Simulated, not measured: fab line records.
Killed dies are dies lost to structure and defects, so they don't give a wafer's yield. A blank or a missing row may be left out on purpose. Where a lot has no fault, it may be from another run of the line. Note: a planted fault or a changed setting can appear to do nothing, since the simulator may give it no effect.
Which tool was responsible? | flow sky130 | 39 wafers from 13 lots sampled at 5 of the route's 708 steps

## WHAT THE GAUGES SHOWED, per wafer
SKY_FIELD_ISO_BOW_MEAS_00. Usual: INCOMING_BOW gives 0 um (standard deviation 6.8).
lot  | measured    | on            | INCOMING_BOW (um) | flag
L673 | day 2 01:04 | film-metro-03 | -1 -4 1           |
L674 | day 2 06:01 | film-metro-03 | -2 3 8            |
L675 | day 2 11:00 | film-metro-04 | 0 0 -5            |
L676 | day 2 16:02 | film-metro-02 | 10 -2 1           |
L677 | day 2 21:02 | film-metro-02 | -4 4 2            |
L678 | day 3 02:04 | film-metro-04 | 18 0 -4           |
L679 | day 3 07:02 | film-metro-04 | 0 0 10            |
L681 | day 3 17:02 | film-metro-02 | -5 10 -4          |
L682 | day 3 22:02 | film-metro-03 | -5 2 0            |
L683 | day 4 03:00 | film-metro-04 | 2 5 2             |
L686 | day 4 18:00 | film-metro-02 | -16 -5 6          |
L687 | day 4 23:00 | film-metro-04 | 11 6 -2           |
L688 | day 5 04:01 | film-metro-04 | -2 6 10           |

SKY_NWELL_TW_MEAS_15. Usual: NWELL_TW gives 1796 (standard deviation 10).
lot  | measured    | on            | NWELL_TW       | flag
L673 | day 5 15:18 | film-metro-04 | 1810 1810 1806 |
L674 | day 6 02:51 | film-metro-01 | 1806 1793 1795 |
L675 | day 6 02:27 | film-metro-04 | 1802 1809 1808 |
L676 | day 6 14:29 | film-metro-04 | 1809 1805 1804 |
L677 | day 6 15:49 | film-metro-04 | 1803 1799 1810 |
L678 | day 7 03:06 | film-metro-04 | 1807 1810 1806 |
L679 | day 7 03:05 | film-metro-03 | 1796 1784 1787 |
L681 | day 7 21:08 | film-metro-01 | 1777 1787 1782 |
L682 | day 8 06:17 | film-metro-03 | 1795 1794 1790 |
L683 | day 8 05:25 | film-metro-04 | 1808 1798 1800 |
L686 | day 8 15:49 | film-metro-01 | 1785 1783 1782 |
L687 | day 8 17:55 | film-metro-01 | 1771 1770 1771 |
L688 | day 9 04:10 | film-metro-01 | 1784 1792 1778 |

## EACH LOT AND THE TOOL THAT RAN IT (in order: tool; ch and the chambers of the sampled wafers; start)
lot  | SKY_FIELD_ISO_ETCH_17           | SKY_PWDE_STRIP_09                   | SKY_NWELL_STRIP_14
L673 | rie-si-01 ch 0,2,3, day 2 18:32 | plasma-asher-04 ch 0,1, day 4 22:13 | plasma-asher-03 ch 0,1, day 5 15:13
L674 | rie-si-02 ch 1,2,3, day 3 08:14 | plasma-asher-03 ch 0,1, day 5 10:03 | plasma-asher-04 ch 0,1, day 6 02:44
L675 | rie-si-01 ch 0,2, day 3 07:42   | plasma-asher-02 ch 0,1, day 5 09:42 | plasma-asher-03 ch 0,1, day 6 02:21
L676 | rie-si-01 ch 0,1, day 3 17:15   | plasma-asher-02 ch 0,1, day 5 19:26 | plasma-asher-04 ch 0,1, day 6 14:24
L677 | rie-si-02 ch 1,2,3, day 3 17:29 | plasma-asher-04 ch 0,1, day 5 19:57 | plasma-asher-04 ch 0,1, day 6 15:42
L678 | rie-si-02 ch 2,3, day 4 01:54   | plasma-asher-02 ch 0,1, day 6 07:16 | plasma-asher-01 ch 0,1, day 7 03:00
L679 | rie-si-01 ch 1,2, day 4 02:15   | plasma-asher-03 ch 0,1, day 6 07:25 | plasma-asher-04 ch 0,1, day 7 03:00
L681 | rie-si-01 ch 0,1, day 4 13:59   | plasma-asher-04 ch 0,1, day 7 00:20 | plasma-asher-04 ch 0,1, day 7 21:03
L682 | rie-si-02 ch 0,1,3, day 4 22:39 | plasma-asher-03 ch 0,1, day 7 09:38 | plasma-asher-03 ch 0,1, day 8 06:12
L683 | rie-si-01 ch 0,1, day 5 02:45   | plasma-asher-02 ch 0,1, day 7 08:51 | plasma-asher-03 ch 0,1, day 8 05:19
L686 | rie-si-02 ch 1,3, day 5 22:38   | plasma-asher-02 ch 0,1, day 7 19:43 | plasma-asher-01 ch 0,1, day 8 15:43
L687 | rie-si-01 ch 2,3, day 5 22:59   | plasma-asher-03 ch 0,1, day 7 21:21 | plasma-asher-04 ch 0,1, day 8 17:49
L688 | rie-si-02 ch 0,3, day 6 09:03   | plasma-asher-04 ch 0,1, day 8 06:27 | plasma-asher-01 ch 0,1, day 9 04:04
- SKY_FIELD_ISO_ETCH_17: etches Si in HBr/Cl2/O2, target depth 342 nm, time 97.7 s.
- SKY_PWDE_STRIP_09: strips in O2/N2.
- SKY_NWELL_STRIP_14: strips in O2/N2.

## AS READ BY THE TOOLS THEMSELVES (means over the sampled wafers that have a number; for cases with no such wafer, the mark the record gives instead)
SKY_FIELD_ISO_ETCH_17. Usual: drypump-motor-current-A 5.3 A, standard deviation 0.34; oes-product-au 0.998 a.u., standard deviation 0.0071; throttle-valve-pct 25.657 %, standard deviation 0.0095.
lot  | tool      | drypump-motor-current-A (A) | oes-product-au (a.u.) | throttle-valve-pct (%) | flag
L673 | rie-si-01 | 5.2                         | 0.997                 | 25.656                 |
L674 | rie-si-02 | 5.5                         | 0.994                 | 25.659                 |
L675 | rie-si-01 | 5.1                         | 0.999                 | 25.661                 |
L676 | rie-si-01 | 4.9                         | 1.004                 | 25.652                 |
L677 | rie-si-02 | 5.5                         | 1.000                 | 25.654                 |
L678 | rie-si-02 | 5.5                         | 1.002                 | 25.659                 |
L679 | rie-si-01 | 5.1                         | 1.001                 | 25.653                 |
L681 | rie-si-01 | 4.9                         | 1.000                 | 25.648                 |
L682 | rie-si-02 | 5.7                         | 0.997                 | 25.662                 |
L683 | rie-si-01 | 4.9                         | 1.003                 | 25.657                 |
L686 | rie-si-02 | 5.6                         | 1.002                 | 25.651                 |
L687 | rie-si-01 | 5.3                         | 0.992                 | 25.659                 |
L688 | rie-si-02 | 5.8                         | 0.999                 | 25.664                 |

SKY_PWDE_STRIP_09. Usual: drypump-motor-current-A 5.6 A, standard deviation 0.38; oes-product-au 0.722 a.u., standard deviation 0.0049; strip-time-to-endpoint-s 36.94 s, standard deviation 0.1.
lot  | tool            | drypump-motor-current-A (A) | oes-product-au (a.u.) | strip-time-to-endpoint-s (s) | flag
L673 | plasma-asher-04 | 5.7                         | 0.723                 | 37.04                        |
L674 | plasma-asher-03 | 5.4                         | 0.721                 | 36.76                        |
L675 | plasma-asher-02 | 6.1                         | 0.723                 | 37.01                        |
L676 | plasma-asher-02 | 5.7                         | 0.720                 | 36.89                        |
L677 | plasma-asher-04 | 5.7                         | 0.727                 | 36.94                        |
L678 | plasma-asher-02 | 6.1                         | 0.723                 | 36.80                        |
L679 | plasma-asher-03 | 5.4                         | 0.719                 | 36.90                        |
L681 | plasma-asher-04 | 5.7                         | 0.723                 | 37.03                        |
L682 | plasma-asher-03 | 5.3                         | 0.721                 | 37.00                        |
L683 | plasma-asher-02 | 6.0                         | 0.723                 | 37.04                        |
L686 | plasma-asher-02 | 5.7                         | 0.723                 | 36.95                        |
L687 | plasma-asher-03 | 5.4                         | 0.967                 | -                            | OFF
L688 | plasma-asher-04 | 5.7                         | 0.721                 | 37.00                        |

SKY_NWELL_STRIP_14. Usual: drypump-motor-current-A 5.48 A, standard deviation 0.2; oes-product-au 0.722 a.u., standard deviation 0.0046; strip-time-to-endpoint-s 36.88 s, standard deviation 0.11.
lot  | tool            | drypump-motor-current-A (A) | oes-product-au (a.u.) | strip-time-to-endpoint-s (s) | flag
L673 | plasma-asher-03 | 5.30                        | 0.718                 | 37.01                        |
L674 | plasma-asher-04 | 5.67                        | 0.718                 | 36.95                        |
L675 | plasma-asher-03 | 5.28                        | 0.723                 | 36.90                        |
L676 | plasma-asher-04 | 5.56                        | 0.719                 | 36.86                        |
L677 | plasma-asher-04 | 5.68                        | 0.722                 | 36.82                        |
L678 | plasma-asher-01 | 5.34                        | 0.725                 | 36.82                        |
L679 | plasma-asher-04 | 5.69                        | 0.722                 | 37.02                        |
L681 | plasma-asher-04 | 5.54                        | 0.725                 | 36.75                        |
L682 | plasma-asher-03 | 5.29                        | 0.728                 | 36.84                        |
L683 | plasma-asher-03 | 5.35                        | 0.721                 | 36.80                        |
L686 | plasma-asher-01 | 5.37                        | 0.725                 | 37.04                        |
L687 | plasma-asher-04 | 5.54                        | 0.724                 | 40.81                        | OFF
L688 | plasma-asher-01 | 5.34                        | 0.720                 | 36.81                        |

## THE ANSWER, worked out from the rows above alone
Rule: lot off if the mean of its wafers having a number is beyond 3 standard deviations from the usual mean. A lot without any number at a reading at which 4 lots or more have one is off too. Any other lot the step has rows for is counted as sound. Order of review: gauges by route order, followed by the tools' own readings, for which a lot's mean as printed above is used. The first step at which some lot is off is used, and at that step the reading that is off furthest; a lot without a number counts as furthest.
Off at SKY_PWDE_STRIP_09 (strip-time-to-endpoint-s): L687. Without a number there: L687.
If a tool, at that step or one of the process steps before it, ran each lot that is off and ran no sound lot following the first of them, it fits. This does not decide it: 2 tools fit, namely rie-si-01 at SKY_FIELD_ISO_ETCH_17 and plasma-asher-03 at SKY_PWDE_STRIP_09.

## WHAT HAD BEEN PUT IN BY THE SIMULATOR
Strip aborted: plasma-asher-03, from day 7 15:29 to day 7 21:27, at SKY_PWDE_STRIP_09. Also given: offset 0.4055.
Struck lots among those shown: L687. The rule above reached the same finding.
